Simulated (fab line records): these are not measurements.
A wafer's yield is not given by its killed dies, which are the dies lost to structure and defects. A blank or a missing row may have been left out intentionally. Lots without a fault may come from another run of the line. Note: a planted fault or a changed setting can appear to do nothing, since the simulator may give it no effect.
Comparing a struck lot with a sound one / flow gf180mcu / 44 steps out of a route of 602
Sound: these wafers, L821.2, L821.4, L821.6. Struck: wafer L810.4 (left out: L810.3, L810.6 of the same lot, which were not struck); the cause appears at the end.
For every step that has rows: the tool of each side, followed by ch and its chambers, followed by its first start. Under that, the readings that differ: sound wafers / struck wafers / difference of the means / sigmas: that difference in standard deviations of wafers without a fault.
alike: a reading whose means differ by less than 2 such deviations, as well as words and numbers matching on both sides. not compared: withheld readings; readings where some wafer has no value; bounds like >300 that might hide an equal value; numbers whose values overlap and for which the record gives no deviation.
The two part at a step that has a row with sigmas, a row that says differs or no value, or rows on one side only. Non-overlapping numbers with no deviation appear without sigmas and do not part them. A reading that every wafer of one side lacks parts them only if that side has two wafers or more.

first, 3 steps without rows for these wafers: GF_V3_STRIP_19 (strips in post etch residue remover, time 1200 s); GF_V3_CLEAN_20 (cleans in DIW); GF_V3_SPUTTER_21 (material Ti, target thk 15 nm, time 80.02 s).
GF_V3_SPUTTER_22: material TiN, target thk 10 nm, time 40 s.
  sound: pvd_sputter-03 at day 28 08:02; struck: pvd_sputter-03 at day 25 15:46
  alike: cathode_dc_power_W, chamber_pressure_pa, throttle_valve_pct
GF_V3_CVD_23: deposits W, target thk 350 nm, time 104.9 s.
  sound on cvd_w-02 ch 0,1, day 28 08:04; struck on cvd_w-02 ch 1, day 25 15:51
  alike: heater_power_w
GF_V3_RS_MEAS_24: a four-point-probe measurement.
  sound: film_metro-01 at day 28 08:12; struck: film_metro-01 at day 25 15:58
  alike: V3_W_RS
GF_V3_THK_MEAS_25: measures by xrf.
  sound: film_metro-01 at day 28 08:19; struck: film_metro-01 at day 25 16:04
  alike: V3_W_THK
GF_V3_CMP_26: polishes, stops on SiO2, t overpolish 15 s, target thk 0 nm.
  sound on cmp-01 ch 0,1,3, day 28 08:28; struck on cmp-01 ch 2, day 25 16:09
  alike: motor_current_A, overpolish_run_s, time_to_endpoint_s
then, 4 steps without rows for these wafers: GF_M4_SPUTTER_00 (material Ti, target thk 37.5 nm, time 150 s); GF_M4_SPUTTER_01 (material TiN, target thk 30 nm, time 25 s); GF_M4_SPUTTER_02 (material AlCu, target thk 450 nm, time 23.9 s); GF_M4_SPUTTER_03 (material Ti, target thk 10 nm, time 6.7 s).
GF_M4_SPUTTER_04: material TiN, target thk 50 nm, time 41.7 s.
  sound: pvd_sputter-04 at day 28 08:50; struck: pvd_sputter-01 at day 25 16:35
reading=cathode_dc_power_W (W); sound=6500.4 6499.2 6500.8; struck=5865.2; difference=-634.9; sigmas=-99 or more
reading=throttle_valve_pct (%); sound=30.8 31.3 30.8; struck=26.8; difference=-4.2; sigmas=-3
reading=model.TiN_of_M4_SPUTTER_04.thk_nm (nm); sound=49.45 50.39 49.63; struck=44.42; difference=-5.40; sigmas=
  alike: chamber_pressure_pa
GF_M4_RS_MEAS_05: a four-point-probe measurement.
  sound: film_metro-02 at day 28 08:54; struck: film_metro-04 at day 25 16:40
  alike: M4_ALCU_RS
GF_M4_THK_MEAS_06: measures by xrf.
  sound: film_metro-02 at day 28 09:01; struck: film_metro-04 at day 25 16:46
reading=M4_ALCU_THK (nm); sound=451 447 445; struck=461; difference=+13; sigmas=+3
then, 7 steps without rows for these wafers: GF_M4_DEHYDRATE_07 (time 60 s); GF_M4_HMDS_08 (prime time 60 s); GF_M4_COAT_09 (resist thk 1000 nm); GF_M4_SOFTBAKE_10 (time 60 s); GF_M4_EXPOSE_11 (exposes mask Metal4, target cd 280 nm); GF_M4_PEB_12 (peb time 90 s); GF_M4_DEVELOP_13 (develop time 60 s).
GF_M4_CD_MEAS_14: target cd 280 nm.
  sound: cd_sem-02 at day 29 03:43; struck: cd_sem-01 at day 26 13:28
  alike: cd_nm
GF_M4_OVL_MEAS_15:
  sound: overlay-02 at day 29 03:49; struck: overlay-02 at day 26 13:34
  alike: M4_OVL
then, 1 step without rows for these wafers: GF_M4_METAL_ETCH_16 (etches the open film in Cl2/BCl3, stops on SiO2, target depth 627.5 nm, time 104.6 s).
GF_M4_STRIP_17: strips in O2/N2.
  sound on plasma_asher-04 ch 0, day 29 03:58; struck on plasma_asher-04 ch 0, day 26 13:44
  alike: drypump_motor_current_A, heater_power_w, oes_product_au, strip_time_to_endpoint_s
  not compared: rf_hours_counter_h
then, 3 steps without rows for these wafers: GF_M4_STRIP_18 (strips in post etch residue remover, time 1200 s); GF_M4_CLEAN_19 (cleans in DIW); GF_V4_CVD_00 (deposits SiO2, target thk 600 nm, time 100 s).
GF_V4_THK_MEAS_01:
  sound: film_metro-02 at day 29 04:43; struck: film_metro-02 at day 26 14:20
  alike: V4_CVD_00_THK
GF_V4_CVD_02: deposits SiO2 from TEOS, target thk 850 nm, time 94.851 s.
  sound on pecvd-03 ch 0,1,2, day 29 04:46; struck on pecvd-01 ch 0, day 26 14:22
  alike: heater_power_w
GF_V4_THK_MEAS_03:
  sound: film_metro-03 at day 29 04:51; struck: film_metro-03 at day 26 14:28
  alike: V4_CVD_02_THK
then, 1 step without rows for these wafers: GF_V4_CMP_04 (polishes SiO2).
GF_V4_BOW_MEAS_05:
  sound: film_metro-02 at day 29 05:13; struck: film_metro-03 at day 26 14:50
  alike: V4_BOW
then, 8 steps without rows for these wafers: GF_V4_DEHYDRATE_06 (time 60 s); GF_V4_HMDS_07 (prime time 60 s); GF_V4_COAT_08; GF_V4_COAT_09 (resist thk 1000 nm); GF_V4_SOFTBAKE_10 (time 60 s); GF_V4_EXPOSE_11 (exposes mask Via4, target cd 260 nm); GF_V4_PEB_12 (peb time 90 s); GF_V4_DEVELOP_13 (develop time 60 s).
GF_V4_STRIP_19: strips in post etch residue remover, time 1200 s.
  sound on wet_bench-02 ch 2, day 30 00:41; struck on wet_bench-02 ch 2, day 27 11:28
reading=model.TiN_of_M4_SPUTTER_04.thk_nm (nm); sound=48.62 49.55 48.79; struck=43.58; difference=-5.41; sigmas=
-- the record jumps here: 4 days lie between the struck wafers' starts before and after (it left off in module V4 and takes up again in module PASSIVATION, whose first step shown is number 602 of the route) --
GF_PASSIVATION_PROBE_99:
  rows exist in the record for the struck wafers here (prober-01, day 31 17:54), but not for the sound ones

== WHERE THEY PART ==
At GF_M4_SPUTTER_04 first; at GF_PASSIVATION_PROBE_99 last (within this record only).

WHY: what the simulator had put in
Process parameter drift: pvd_sputter-01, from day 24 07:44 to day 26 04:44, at GF_M4_SPUTTER_04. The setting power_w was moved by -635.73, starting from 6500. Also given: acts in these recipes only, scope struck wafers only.
